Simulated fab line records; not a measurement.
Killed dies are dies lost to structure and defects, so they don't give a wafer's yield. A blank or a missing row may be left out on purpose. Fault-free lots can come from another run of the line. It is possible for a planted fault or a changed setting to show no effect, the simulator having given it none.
fab line records	flow sky130
[record] lots = 12	wafers = 36	last-day = 50
route steps=708 shown RES_XHIGH@334 LI_CONTACT@382 PAD_OPEN@708
lots that met no fault: taken from a fault-free run of the same line
start-h: the number of hours between the record's first day and the start of the first shown wafer of the lot	wait-h: time in hours since the lot's previous step	" unchanged from the row above	L1.1+2: a row that stands for several wafers	- either no value or no given start	* or withheld: withheld	< > ~ a bound
route shown NAME@n: NAME is a module with steps in the file, n the number in the route of the first one	usual: mean and standard deviation over wafers with no fault	same: alike in all rows	chamber/n: place in a boat	sites: per-site readings	_std_site: their standard deviation	_edge_site: inner sites' mean taken away from outer sites' mean	radius-mm: how far each site lies from the wafer's centre	mask NAME#n: copy n	behind: the tool/chamber that last shaped the wafer	hold: why the lot went on hold/how many hours it stayed there/how the hold came to an end	device: whichever transistor did not switch (one of n, p or np)	end of line: tests run on the same wafers once the route is complete	step lacking rows: just its recipe	killed: the dies lost at the first sort to structure and to defects; this is not the yield of the wafer	map: dies across one wafer; x = killed, . = not, _ = none there
set.NAME: the run value of the setting; set.NAME@STEP: its run value at that earlier step	model.NAME: the simulator's own value behind a step, which no gauge read
one table for each step of the route and one row for each wafer, over a sample of lots
services: when a tool's chamber went out of use (start-h, in hours from the record's first day, below 0 if earlier), for how many hours, and the reason
[[steps]]
[step SKY_RES_XHIGH_COAT_02]
[recipe] resist = NOVOLAK	spin-rpm = 3000	resist-thk-nm = 1140
[usual] chill-plate-temp-C = 23.02/0.11
lot.wafer	tool	chamber	start-h	wait-h	chill-plate-temp-C
L649.4	litho-track-03	0	648.42	0.1	22.93
L649.5	"	0	"	"	22.97
L649.6	"	0	"	"	23.00
L648.2	litho-track-01	0	653.25	0.1	23.02
L648.3	"	0	"	"	22.99
L648.4	"	0	"	"	23.06
L650.2	litho-track-01	0	660.75	0.1	23.04
L650.5	"	0	"	"	22.84
L650.6	"	0	"	"	22.83
L651.2	litho-track-03	0	673.47	0.1	23.12
L651.4	"	0	"	"	23.08
L651.6	"	0	"	"	22.84
L653.3	litho-track-01	0	682.08	0.1	23.26
L653.5	"	0	"	"	23.14
L653.6	"	0	"	"	23.23
L654.1	litho-track-01	0	689.58	0.1	23.11
L654.4	"	0	"	"	22.97
L654.6	"	0	"	"	23.00
L655.2	litho-track-02	0	697.87	0.1	22.94
L655.3	"	0	"	"	22.97
L655.6	"	0	"	"	22.91
L661.1	litho-track-03	0	746.45	0.1	23.04
L661.2	"	0	"	"	23.00
L661.6	"	0	"	"	22.94
L662.1	litho-track-02	0	749.65	0.1	22.95
L662.4	"	0	"	"	23.08
L662.6	"	0	"	"	22.96
L663.2	litho-track-02	0	756.92	0.1	22.93
L663.4	"	0	"	"	23.12
L663.6	"	0	"	"	23.08
L665.2	litho-track-01	0	768.76	0.1	23.04
L665.5	"	0	"	"	22.96
L665.6	"	0	"	"	23.07
L666.1	litho-track-03	0	778.15	0.1	23.15
L666.2	"	0	"	"	23.03
L666.6	"	0	"	"	22.99
[step SKY_RES_XHIGH_STRIP_08]
[recipe] chemistry = O2/N2	power-w = 1400	pressure-mtorr = 1500	platen-temp-c = withheld	o2-flow-sccm = 3000	n2-flow-sccm = 300	overash-fraction = 0.5
[usual] drypump-motor-current-A = 5.4/0.36	oes-product-au = 0.711/0.004	strip-time-to-endpoint-s = 14.27/0.035
lot.wafer	tool	chamber	start-h	wait-h	drypump-motor-current-A	oes-product-au	rf-hours-counter-h	strip-time-to-endpoint-s
L649.4	plasma-asher-02	1	663.01	0.1	5.3	0.707	-	14.31
L649.5	"	1	"	"	5.3	0.709	-	14.31
L649.6	"	0	"	"	6.0	0.712	-	14.29
L648.2	plasma-asher-01	1	667.50	0.1	4.9	0.713	85	14.28
L648.3	"	0	"	"	5.4	0.715	-	14.30
L648.4	"	1	"	"	4.9	0.713	-	14.28
L650.2	plasma-asher-04	1	675.28	0.1	5.3	0.709	98	14.26
L650.5	"	0	"	"	5.1	0.705	-	14.26
L650.6	"	1	"	"	5.3	0.707	-	14.27
L651.2	plasma-asher-04	1	688.33	0.1	5.4	0.705	99	14.28
L651.4	"	0	"	"	5.1	0.707	-	14.26
L651.6	"	0	"	"	5.1	0.713	-	14.26
L653.3	plasma-asher-01	1	696.41	0.1	4.9	0.586	-	8.54
L653.5	"	1	"	"	4.9	0.586	-	8.56
L653.6	"	0	"	"	5.4	0.586	-	8.55
L654.1	plasma-asher-02	1	704.05	0.1	5.4	0.584	28	8.58
L654.4	"	0	"	"	6.0	0.582	-	8.52
L654.6	"	0	"	"	6.0	0.585	-	8.53
L655.2	plasma-asher-02	0	712.28	0.1	6.0	0.709	28	14.31
L655.3	"	0	"	"	6.0	0.708	-	14.32
L655.6	"	0	"	"	6.0	0.712	-	14.32
L661.1	plasma-asher-04	1	760.03	0.1	5.4	0.716	2	14.27
L661.2	"	0	"	"	5.1	0.711	2	14.27
L661.6	"	1	"	"	5.4	0.708	-	14.31
L662.1	plasma-asher-02	0	764.08	0.1	6.0	0.706	33	14.23
L662.4	"	0	"	"	6.0	0.709	-	14.25
L662.6	"	1	"	"	5.3	0.713	-	14.21
L663.2	plasma-asher-02	0	770.80	0.1	6.0	0.712	34	14.32
L663.4	"	1	"	"	5.3	0.708	-	14.29
L663.6	"	1	"	"	5.3	0.707	-	14.32
L665.2	plasma-asher-04	1	781.60	0.1	5.4	0.708	4	14.27
L665.5	"	0	"	"	5.1	0.714	-	14.26
L665.6	"	1	"	"	5.4	0.714	-	14.25
L666.1	plasma-asher-04	0	791.37	0.1	5.1	0.712	5	14.34
L666.2	"	1	"	"	5.4	0.719	5	14.33
L666.6	"	1	"	"	5.4	0.708	-	14.26
[step SKY_LI_CONTACT_SPUTTER_20]
[recipe] material = TiN	target-thk-nm = 20	chamber-pressure-pa = 5	power-w = 4000	time-s = 80
[usual] throttle-valve-pct = 30.3/1.1
lot.wafer	tool	chamber	start-h	wait-h	throttle-valve-pct
L649.4	pvd-sputter-03	-	720.26	0.0	29.5
L649.5	"	-	"	"	27.7
L649.6	"	-	"	"	30.9
L648.2	pvd-sputter-01	-	726.58	0.0	31.8
L648.3	"	-	"	"	31.2
L648.4	"	-	"	"	30.6
L650.2	pvd-sputter-03	-	733.15	0.0	27.4
L650.5	"	-	"	"	29.5
L650.6	"	-	"	"	29.2
L651.2	pvd-sputter-03	-	745.58	0.0	30.9
L651.4	"	-	"	"	29.8
L651.6	"	-	"	"	31.1
L653.3	pvd-sputter-03	-	752.30	0.0	27.8
L653.5	"	-	"	"	29.2
L653.6	"	-	"	"	30.8
L654.1	pvd-sputter-01	-	760.48	0.0	31.1
L654.4	"	-	"	"	31.2
L654.6	"	-	"	"	30.6
L655.2	pvd-sputter-04	-	769.43	0.0	31.6
L655.3	"	-	"	"	30.6
L655.6	"	-	"	"	31.8
L661.1	pvd-sputter-04	-	814.68	0.0	31.7
L661.2	"	-	"	"	30.5
L661.6	"	-	"	"	31.8
L662.1	pvd-sputter-01	-	818.74	0.0	31.6
L662.4	"	-	"	"	30.6
L662.6	"	-	"	"	30.4
L663.2	pvd-sputter-03	-	826.44	0.0	29.3
L663.4	"	-	"	"	30.7
L663.6	"	-	"	"	29.4
L665.2	pvd-sputter-01	-	836.52	0.0	31.5
L665.5	"	-	"	"	31.6
L665.6	"	-	"	"	31.0
L666.1	pvd-sputter-03	-	845.23	0.0	27.7
L666.2	"	-	"	"	31.1
L666.6	"	-	"	"	29.6
[step SKY_LI_CONTACT_RS_MEAS_22]
[recipe] thk-meas-gauge = four-point-probe	reads = W_of_LI_CONTACT_CVD_21+TiN_of_LI_CONTACT_SPUTTER_20+Ti_of_LI_CONTACT_SPUTTER_19
[usual] LI_CONTACT_W_RS = 0.2861/0.0029
lot.wafer	tool	chamber	start-h	wait-h	LI_CONTACT_W_RS[ohm/sq]
L649.4	film-metro-01	-	720.48	0.1	0.2871
L649.5	"	-	"	"	0.2867
L649.6	"	-	"	"	0.2856
L648.2	film-metro-04	-	726.79	0.1	0.2892
L648.3	"	-	"	"	0.2945
L648.4	"	-	"	"	0.2879
L650.2	film-metro-04	-	733.36	0.1	0.2821
L650.5	"	-	"	"	0.2810
L650.6	"	-	"	"	0.2869
L651.2	film-metro-04	-	745.79	0.1	0.2855
L651.4	"	-	"	"	0.2895
L651.6	"	-	"	"	0.2900
L653.3	film-metro-03	-	752.53	0.1	0.2871
L653.5	"	-	"	"	0.2859
L653.6	"	-	"	"	0.2862
L654.1	film-metro-01	-	760.66	0.1	0.2862
L654.4	"	-	"	"	0.2937
L654.6	"	-	"	"	0.2944
L655.2	film-metro-01	-	769.64	0.1	0.2825
L655.3	"	-	"	"	0.2826
L655.6	"	-	"	"	0.2805
L661.1	film-metro-04	-	814.87	0.1	0.2871
L661.2	"	-	"	"	0.2855
L661.6	"	-	"	"	0.2845
L662.1	film-metro-04	-	818.92	0.1	0.2861
L662.4	"	-	"	"	0.2849
L662.6	"	-	"	"	0.2843
L663.2	film-metro-01	-	826.64	0.1	0.2816
L663.4	"	-	"	"	0.2856
L663.6	"	-	"	"	0.2824
L665.2	film-metro-01	-	836.73	0.1	0.2868
L665.5	"	-	"	"	0.2876
L665.6	"	-	"	"	0.2885
L666.1	film-metro-03	-	845.42	0.1	0.2809
L666.2	"	-	"	"	0.2848
L666.6	"	-	"	"	0.2839
[step SKY_LI_CONTACT_CMP_24]
[recipe] stop-on = PSG	t-overpolish-s = 20	down-force-psi = 3.5	platen-rpm = 60	target-thk-nm = 0	pad-velocity-m-s = 0.94248
[usual] head-pressure-psi = 3.500/0.0085	motor-current-A = 10.6/1.1	overpolish-run-s = 20.000/0.0093	time-to-endpoint-s = 94/3.5
lot.wafer	tool	chamber	start-h	wait-h	head-pressure-psi	motor-current-A	overpolish-run-s	time-to-endpoint-s
L649.4	cmp-01	2	720.70	0.1	3.493	11.7	19.984	98
L649.6	"	0	"	"	3.500	8.9	19.989	90
L649.5	"	1	"	"	3.501	8.9	19.992	96
L648.3	cmp-01	2	726.95	0.0	3.500	12.1	20.007	90
L648.4	"	3	"	"	3.511	11.2	20.007	94
L648.2	"	0	"	"	3.494	8.5	19.979	90
L650.2	cmp-02	1	733.52	0.0	3.493	10.6	19.991	94
L650.5	"	1	"	"	3.497	10.6	20.007	98
L650.6	"	2	"	"	3.501	11.4	20.006	89
L651.4	cmp-01	3	745.95	0.0	3.493	11.3	20.008	95
L651.2	"	2	"	"	3.489	11.7	20.001	94
L651.6	"	3	"	"	3.487	12.1	19.996	92
L653.3	cmp-01	1	752.67	0.0	3.496	9.5	19.981	95
L653.5	"	1	"	"	3.496	9.0	20.001	94
L653.6	"	2	"	"	3.503	11.9	19.987	92
L654.4	cmp-01	3	760.84	0.0	3.508	11.5	20.008	92
L654.1	"	0	"	"	3.514	8.7	20.002	86
L654.6	"	0	"	"	3.497	8.9	20.001	86
L655.2	cmp-02	0	769.80	0.0	3.511	11.0	19.993	95
L655.3	"	3	"	"	3.496	10.6	19.999	92
L655.6	"	0	"	"	3.511	10.9	19.994	96
L661.2	cmp-02	1	815.15	0.1	3.488	11.2	20.006	91
L661.1	"	2	"	"	3.493	11.3	19.998	95
L661.6	"	0	"	"	3.503	11.4	20.014	96
L662.4	cmp-01	3	819.15	0.1	3.499	11.3	20.006	99
L662.1	"	1	"	"	3.506	9.2	20.003	101
L662.6	"	3	"	"	3.490	11.8	19.998	100
L663.2	cmp-02	3	826.90	0.1	3.498	10.8	20.003	90
L663.4	"	0	"	"	3.480	11.3	20.013	92
L663.6	"	1	"	"	3.489	10.8	20.003	90
L665.2	cmp-01	1	836.94	0.1	3.490	8.7	20.020	96
L665.6	"	0	"	"	3.513	8.7	19.995	91
L665.5	"	1	"	"	3.506	9.2	19.986	96
L666.2	cmp-02	0	845.60	0.0	3.492	11.3	19.988	90
L666.1	"	2	"	"	3.507	11.3	20.000	90
L666.6	"	1	"	"	3.494	10.8	19.979	89
[step SKY_PAD_OPEN_PROBE_99]
[usual] killed_at_M0_to_M3 = 43/6.9	killed_at_M4_up = 3.1/1.8	killed-at-contacts = 24/5.1	killed-at-front-end = 15/4.8	killed-at-other = 0.3/0.48	killed-dies = 86/8.9	killed-on-rim = 18/3.8	killed-open = 47/6.8	killed-short = 39/6.3
[same] gross-dies = 492	killed-at-back-side = 0
lot.wafer	tool	chamber	start-h	wait-h	killed_at_M0_to_M3	killed_at_M4_up	killed-at-contacts	killed-at-front-end	killed-at-other	killed-dies	killed-on-rim	killed-open	killed-short
L648.2	prober-01	-	1114.75	0.1	46	3	35	14	1	99	18	48	50
L648.3	prober-01	-	1114.80	0.2	58	3	27	11	0	99	24	56	43
L648.4	prober-01	-	1114.85	0.2	45	2	27	14	1	89	27	45	44
L653.3	prober-01	-	1128.32	0.2	34	3	20	11	0	68	15	47	21
L653.5	prober-01	-	1128.42	0.2	45	3	21	9	0	78	17	49	29
L653.6	prober-01	-	1128.47	0.2	46	5	14	11	0	76	17	40	36
L654.1	prober-02	-	1136.77	0.1	48	4	31	12	0	95	19	49	45
L654.4	prober-02	-	1136.92	0.2	40	4	29	19	0	92	19	42	49
L654.6	prober-02	-	1137.02	0.2	42	3	22	9	1	77	14	52	24
L665.2	prober-01	-	1189.38	0.1	42	0	21	11	0	74	22	38	36
L665.5	prober-01	-	1189.53	0.2	43	3	18	17	0	81	15	39	42
L665.6	prober-01	-	1189.58	0.2	43	5	19	13	1	81	13	46	35
L666.1	prober-02	-	1192.02	0.1	38	6	26	24	0	94	14	44	50
L666.2	prober-02	-	1192.07	0.1	51	1	35	15	0	102	27	62	40
L666.6	prober-02	-	1192.27	0.2	55	5	23	8	0	91	17	50	41
// killed by level:class
L648.2 CONTACT:geometric-particle:open=15 LI_CONTACT:geometric-particle:open=10 METAL2:geometric-particle:short=10 VIA1:geometric-particle:open=7 METAL1:geometric-particle:short=6 CONTACT:geometric-particle:short=6 VIA3:geometric-particle:open=5 FIELD_ISO:geometric-particle:short=4
L648.3 VIA1:geometric-particle:open=18 LI_CONTACT:geometric-particle:open=9 CONTACT:geometric-particle:open=8 METAL1:geometric-particle:short=8 CONTACT:geometric-particle:short=7 METAL2:geometric-particle:short=7 VIA2:geometric-particle:short=6 VIA1:geometric-particle:short=6
L648.4 CONTACT:geometric-particle:open=12 VIA1:geometric-particle:open=12 METAL2:geometric-particle:short=9 LI_CONTACT:geometric-particle:open=7 METAL1:geometric-particle:short=6 POLY_GATE:geometric-particle:short=4 CONTACT:geometric-particle:short=4 VIA1:geometric-particle:short=4
L653.3 VIA1:geometric-particle:open=8 CONTACT:geometric-particle:open=8 VIA3:geometric-particle:open=8 VIA2:geometric-particle:open=7 METAL1:geometric-particle:short=5 FIELD_ISO:geometric-particle:open=4 LI_CONTACT:geometric-particle:open=4 CONTACT:geometric-particle:short=3
L653.5 VIA1:geometric-particle:open=14 VIA2:geometric-particle:open=9 CONTACT:geometric-particle:open=7 VIA3:geometric-particle:open=7 LI_CONTACT:geometric-particle:open=5 VIA1:geometric-particle:short=5 METAL1:geometric-particle:short=5 FIELD_ISO:geometric-particle:short=4
L653.6 VIA1:geometric-particle:open=10 CONTACT:geometric-particle:open=7 METAL1:geometric-particle:short=6 FIELD_ISO:geometric-particle:open=5 VIA1:geometric-particle:short=5 METAL3:geometric-particle:short=5 METAL2:geometric-particle:short=5 VIA3:geometric-particle:open=5
L654.1 VIA1:geometric-particle:open=12 LI_CONTACT:geometric-particle:open=10 VIA3:geometric-particle:open=10 LI_CONTACT:geometric-particle:short=6 LOCAL_INTERCONNECT:geometric-particle:short=6 METAL2:geometric-particle:short=6 VIA2:geometric-particle:open=6 VIA2:geometric-particle:short=5
L654.4 CONTACT:geometric-particle:open=10 METAL2:geometric-particle:short=9 LOCAL_INTERCONNECT:geometric-particle:short=8 VIA2:geometric-particle:open=7 FIELD_ISO:geometric-particle:short=6 LI_CONTACT:geometric-particle:open=6 VIA1:geometric-particle:open=6 VIA3:geometric-particle:open=5
L654.6 VIA1:geometric-particle:open=11 VIA2:geometric-particle:open=10 LI_CONTACT:geometric-particle:open=9 CONTACT:geometric-particle:open=6 VIA3:geometric-particle:open=5 CONTACT:geometric-particle:short=4 VIA1:geometric-particle:short=4 FIELD_ISO:geometric-particle:open=3
L665.2 VIA1:geometric-particle:open=10 VIA2:geometric-particle:open=8 CONTACT:geometric-particle:short=6 METAL2:geometric-particle:short=6 FIELD_ISO:geometric-particle:short=5 CONTACT:geometric-particle:open=4 LI_CONTACT:geometric-particle:open=4 VIA3:geometric-particle:open=4
L665.5 VIA1:geometric-particle:open=8 LI_CONTACT:geometric-particle:open=7 VIA1:geometric-particle:short=6 POLY_GATE:geometric-particle:open=5 POLY_GATE:geometric-particle:short=5 VIA3:geometric-particle:open=5 METAL1:geometric-particle:short=4 VIA2:geometric-particle:open=4
L665.6 VIA1:geometric-particle:open=17 LI_CONTACT:geometric-particle:open=6 VIA2:geometric-particle:open=6 METAL4:geometric-particle:short=5 LOCAL_INTERCONNECT:geometric-particle:short=4 VIA1:geometric-particle:short=4 METAL2:geometric-particle:short=4 FIELD_ISO:geometric-particle:short=3
L666.1 CONTACT:geometric-particle:open=9 VIA1:geometric-particle:open=9 FIELD_ISO:geometric-particle:short=7 CONTACT:geometric-particle:short=7 METAL2:geometric-particle:short=7 LI_CONTACT:geometric-particle:open=6 POLY_GATE:geometric-particle:open=5 VIA1:geometric-particle:short=5
L666.2 CONTACT:geometric-particle:open=11 CONTACT:geometric-particle:short=10 VIA2:geometric-particle:open=10 LI_CONTACT:geometric-particle:open=9 VIA1:geometric-particle:open=8 VIA3:geometric-particle:open=8 FIELD_ISO:geometric-particle:open=5 VIA1:geometric-particle:short=5
L666.6 VIA1:geometric-particle:open=14 CONTACT:geometric-particle:open=11 VIA2:geometric-particle:open=11 VIA1:geometric-particle:short=7 LI_CONTACT:geometric-particle:open=5 METAL2:geometric-particle:short=5 METAL4:geometric-particle:short=5 LOCAL_INTERCONNECT:geometric-particle:short=4
[[services]]
tool	chamber	start-h	hours	kind
plasma-asher-01	-	629.78	0.9	repair
cmp-02	-	644.29	0.5	repair
cmp-02	-	644.81	4.4	pm
plasma-asher-02	-	664.91	2.8	pm
pvd-sputter-04	-	683.08	3.4	repair
plasma-asher-01	-	705.47	2.8	pm
pvd-sputter-03	2	707.06	-	consumable-replace:kit
pvd-sputter-03	2	707.06	18.0	scheduled-down
pvd-sputter-03	2	707.06	18.0	vent-cycle
pvd-sputter-03	-	707.49	2.1	repair
plasma-asher-01	-	718.46	6.4	repair
plasma-asher-04	-	733.75	9.0	pm
plasma-asher-04	0	733.75	9.0	vent-cycle
plasma-asher-04	1	733.75	9.0	vent-cycle
plasma-asher-02	-	741.09	4.3	pm
plasma-asher-04	0	742.75	-	clean
plasma-asher-04	1	742.75	-	clean
cmp-02	-	744.00	4.0	pm
plasma-asher-02	-	747.26	3.0	repair
plasma-asher-01	-	752.36	7.1	repair
plasma-asher-01	-	773.88	0.7	repair
cmp-02	-	777.18	0.8	repair
cmp-02	-	815.35	4.6	pm
pvd-sputter-01	-	842.19	4.7	repair
[[key]]
[first-sign] step = SKY_RES_XHIGH_STRIP_08	reading = strip-time-to-endpoint-s	direction = down	sigmas = 99+	usual = *	struck = *
[effect] step = SKY_RES_XHIGH_STRIP_08	reading = oes-product-au	direction = down	sigmas = 32	usual = 0.711	struck = 0.585
met-at SKY_RES_XHIGH_COAT_02
struck-lots L653,L654
tester-left-out L653,L654
not-acting-at SKY_LI_CONTACT_SPUTTER_20,SKY_LI_CONTACT_RS_MEAS_22,SKY_LI_CONTACT_CMP_24
onset-between 660.75 682.08
[fault] kind = process-parameter-drift	tool = litho-track-01	chamber = -	onset-h = 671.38	steps = SKY_RES_XHIGH_COAT_02	channel = resist-thk-nm	offset = -493.65	shape = step	end-h = 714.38	acts-in = these-recipes-only	stated = 1140
// tester-left-out: of these lots the tester's yield and bins aren't shown, on N5 and GAA mostly nor the transistor test; their killed dies are dies lost to structure and defects alone, not to doping, threshold or leakage, so they don't give the yield
